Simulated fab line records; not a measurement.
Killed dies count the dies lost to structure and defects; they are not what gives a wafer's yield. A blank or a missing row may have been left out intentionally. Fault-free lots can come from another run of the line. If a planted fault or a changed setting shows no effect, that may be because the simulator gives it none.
Which tool is to blame? / flow sky130 / 12 lots with 36 wafers sampled at 3 steps, on a route of 708 steps

== WHAT THE GAUGES READ, wafer by wafer ==
SKY_VT_ADJUST_NCORE_TW_MEAS_11. Usual: VT_ADJUST_NCORE_TW gives 217.7 (standard deviation 2.3).
lot=L522; measured=day 8 07:28; on=film metro-03; VT_ADJUST_NCORE_TW=214.2 213.8 213.9; flag=
lot=L523; measured=day 8 17:25; on=film metro-01; VT_ADJUST_NCORE_TW=218.4 217.8 217.0; flag=
lot=L527; measured=day 9 23:25; on=film metro-01; VT_ADJUST_NCORE_TW=219.4 219.9 220.5; flag=
lot=L528; measured=day 10 03:55; on=film metro-01; VT_ADJUST_NCORE_TW=218.1 218.1 218.3; flag=
lot=L529; measured=day 10 07:58; on=film metro-01; VT_ADJUST_NCORE_TW=218.5 218.5 219.7; flag=
lot=L534; measured=day 11 22:46; on=film metro-02; VT_ADJUST_NCORE_TW=220.5 221.0 220.5; flag=
lot=L536; measured=day 12 10:08; on=film metro-01; VT_ADJUST_NCORE_TW=217.9 218.7 216.8; flag=
lot=L540; measured=day 14 13:13; on=film metro-01; VT_ADJUST_NCORE_TW=218.0 218.3 217.9; flag=
lot=L541; measured=day 14 14:02; on=film metro-03; VT_ADJUST_NCORE_TW=212.4 214.4 213.8; flag=
lot=L542; measured=day 15 03:01; on=film metro-03; VT_ADJUST_NCORE_TW=213.7 214.7 215.0; flag=
lot=L544; measured=day 15 06:25; on=film metro-02; VT_ADJUST_NCORE_TW=220.2 218.8 219.5; flag=
lot=L545; measured=day 17 02:45; on=film metro-01; VT_ADJUST_NCORE_TW=216.4 217.7 218.5; flag=

== EACH LOT AND THE TOOL THAT RAN IT (in order: tool; ch and the chambers of the sampled wafers; start) ==
lot=L522; SKY_FIELD_ISO_STRIP_16=plasma asher-01 ch 0,1, day 2 04:55; SKY_NWELL_RTA_28=rtp anneal-01 ch 0, day 5 07:15
lot=L523; SKY_FIELD_ISO_STRIP_16=plasma asher-01 ch 0,1, day 2 10:23; SKY_NWELL_RTA_28=rtp anneal-02 ch 0, day 5 14:40
lot=L527; SKY_FIELD_ISO_STRIP_16=plasma asher-03 ch 0,1, day 3 08:38; SKY_NWELL_RTA_28=rtp anneal-01 ch 0, day 6 16:22
lot=L528; SKY_FIELD_ISO_STRIP_16=plasma asher-01 ch 0,1, day 3 12:56; SKY_NWELL_RTA_28=rtp anneal-01 ch 0, day 6 20:33
lot=L529; SKY_FIELD_ISO_STRIP_16=plasma asher-03 ch 0,1, day 3 16:29; SKY_NWELL_RTA_28=rtp anneal-02 ch 0, day 6 22:37
lot=L534; SKY_FIELD_ISO_STRIP_16=plasma asher-03 ch 0,1, day 4 19:47; SKY_NWELL_RTA_28=rtp anneal-02 ch 0, day 8 05:54
lot=L536; SKY_FIELD_ISO_STRIP_16=plasma asher-03 ch 0,1, day 5 07:17; SKY_NWELL_RTA_28=rtp anneal-02 ch 0, day 8 15:23
lot=L540; SKY_FIELD_ISO_STRIP_16=plasma asher-04 ch 0,1, day 6 04:10; SKY_NWELL_RTA_28=rtp anneal-02 ch 0, day 10 09:20
lot=L541; SKY_FIELD_ISO_STRIP_16=plasma asher-01 ch 0,1, day 6 07:34; SKY_NWELL_RTA_28=rtp anneal-01 ch 0, day 10 10:24
lot=L542; SKY_FIELD_ISO_STRIP_16=plasma asher-01 ch 0,1, day 6 12:46; SKY_NWELL_RTA_28=rtp anneal-01 ch 0, day 10 21:17
lot=L544; SKY_FIELD_ISO_STRIP_16=plasma asher-04 ch 0,1, day 7 00:23; SKY_NWELL_RTA_28=rtp anneal-02 ch 0, day 11 00:37
lot=L545; SKY_FIELD_ISO_STRIP_16=plasma asher-04 ch 0,1, day 8 13:05; SKY_NWELL_RTA_28=rtp anneal-01 ch 0, day 12 13:42
- SKY_FIELD_ISO_STRIP_16: strips in O2/N2.
- SKY_NWELL_RTA_28: time 30 s.

== WHAT THE TOOLS THEMSELVES READ (means of the sampled wafers that have a number; where no wafer has one, the mark that the record gives instead) ==
SKY_FIELD_ISO_STRIP_16. Usual: chamber pressure mTorr 1500.0 mTorr, standard deviation 1.4; drypump motor current A 5.8 A, standard deviation 0.52; oes product au 0.378 a.u., standard deviation 0.0044; strip time to endpoint s 3.572 s, standard deviation 0.03.
lot=L522; tool=plasma asher-01; chamber pressure mTorr (mTorr)=1500.4; drypump motor current A (A)=6.0; oes product au (a.u.)=0.373; strip time to endpoint s (s)=3.536; flag=
lot=L523; tool=plasma asher-01; chamber pressure mTorr (mTorr)=1498.9; drypump motor current A (A)=6.4; oes product au (a.u.)=0.377; strip time to endpoint s (s)=3.550; flag=
lot=L527; tool=plasma asher-03; chamber pressure mTorr (mTorr)=1500.4; drypump motor current A (A)=5.5; oes product au (a.u.)=0.372; strip time to endpoint s (s)=3.562; flag=
lot=L528; tool=plasma asher-01; chamber pressure mTorr (mTorr)=1499.5; drypump motor current A (A)=6.3; oes product au (a.u.)=0.372; strip time to endpoint s (s)=3.550; flag=
lot=L529; tool=plasma asher-03; chamber pressure mTorr (mTorr)=1500.2; drypump motor current A (A)=5.6; oes product au (a.u.)=0.384; strip time to endpoint s (s)=3.602; flag=
lot=L534; tool=plasma asher-03; chamber pressure mTorr (mTorr)=1500.4; drypump motor current A (A)=5.5; oes product au (a.u.)=0.380; strip time to endpoint s (s)=3.610; flag=
lot=L536; tool=plasma asher-03; chamber pressure mTorr (mTorr)=1500.3; drypump motor current A (A)=5.6; oes product au (a.u.)=0.377; strip time to endpoint s (s)=3.577; flag=
lot=L540; tool=plasma asher-04; chamber pressure mTorr (mTorr)=1500.1; drypump motor current A (A)=5.3; oes product au (a.u.)=0.379; strip time to endpoint s (s)=3.563; flag=
lot=L541; tool=plasma asher-01; chamber pressure mTorr (mTorr)=1500.1; drypump motor current A (A)=6.0; oes product au (a.u.)=0.374; strip time to endpoint s (s)=3.543; flag=
lot=L542; tool=plasma asher-01; chamber pressure mTorr (mTorr)=1499.2; drypump motor current A (A)=6.4; oes product au (a.u.)=0.378; strip time to endpoint s (s)=3.562; flag=
lot=L544; tool=plasma asher-04; chamber pressure mTorr (mTorr)=1500.5; drypump motor current A (A)=5.3; oes product au (a.u.)=0.380; strip time to endpoint s (s)=3.580; flag=
lot=L545; tool=plasma asher-04; chamber pressure mTorr (mTorr)=1500.5; drypump motor current A (A)=5.3; oes product au (a.u.)=0.383; strip time to endpoint s (s)=3.588; flag=

SKY_NWELL_RTA_28. Usual: chamber o2 ppm 1.998, standard deviation 0.02; lamp power pct 25.31 %, standard deviation 0.052; wafer_temp_C_max 1054.9, standard deviation 1.
lot=L522; tool=rtp anneal-01; chamber o2 ppm=2.008; lamp power pct (%)=25.35; wafer_temp_C_max=1054.6; flag=
lot=L523; tool=rtp anneal-02; chamber o2 ppm=2.022; lamp power pct (%)=25.31; wafer_temp_C_max=1054.9; flag=
lot=L527; tool=rtp anneal-01; chamber o2 ppm=2.005; lamp power pct (%)=25.27; wafer_temp_C_max=1055.0; flag=
lot=L528; tool=rtp anneal-01; chamber o2 ppm=1.988; lamp power pct (%)=25.32; wafer_temp_C_max=1054.4; flag=
lot=L529; tool=rtp anneal-02; chamber o2 ppm=2.004; lamp power pct (%)=25.33; wafer_temp_C_max=1053.2; flag=
lot=L534; tool=rtp anneal-02; chamber o2 ppm=1.993; lamp power pct (%)=25.35; wafer_temp_C_max=1054.6; flag=
lot=L536; tool=rtp anneal-02; chamber o2 ppm=1.981; lamp power pct (%)=25.29; wafer_temp_C_max=1054.7; flag=
lot=L540; tool=rtp anneal-02; chamber o2 ppm=1.986; lamp power pct (%)=25.29; wafer_temp_C_max=1055.0; flag=
lot=L541; tool=rtp anneal-01; chamber o2 ppm=1.986; lamp power pct (%)=25.31; wafer_temp_C_max=1054.6; flag=
lot=L542; tool=rtp anneal-01; chamber o2 ppm=2.005; lamp power pct (%)=25.30; wafer_temp_C_max=1054.9; flag=
lot=L544; tool=rtp anneal-02; chamber o2 ppm=2.000; lamp power pct (%)=25.29; wafer_temp_C_max=1054.8; flag=
lot=L545; tool=rtp anneal-01; chamber o2 ppm=1.990; lamp power pct (%)=25.29; wafer_temp_C_max=1054.1; flag=

== THE ANSWER, worked out from the rows above alone ==
Rule: take the mean of a lot's wafers that have a number; if it is more than 3 standard deviations from the usual mean, the lot is off. A lot without any number at a reading at which 4 lots or more have one is off too. Any other lot the step has rows for is counted as sound. After the gauges, taken in route order, come the tools' own readings; for these a lot's mean is taken, as printed above. At the first step where some lot is off, the reading lying furthest off is the one used; lots without a number count as furthest.
No lot is off at any reading shown: from this, nothing can be told.

== WHAT THE SIMULATOR PUT IN ==
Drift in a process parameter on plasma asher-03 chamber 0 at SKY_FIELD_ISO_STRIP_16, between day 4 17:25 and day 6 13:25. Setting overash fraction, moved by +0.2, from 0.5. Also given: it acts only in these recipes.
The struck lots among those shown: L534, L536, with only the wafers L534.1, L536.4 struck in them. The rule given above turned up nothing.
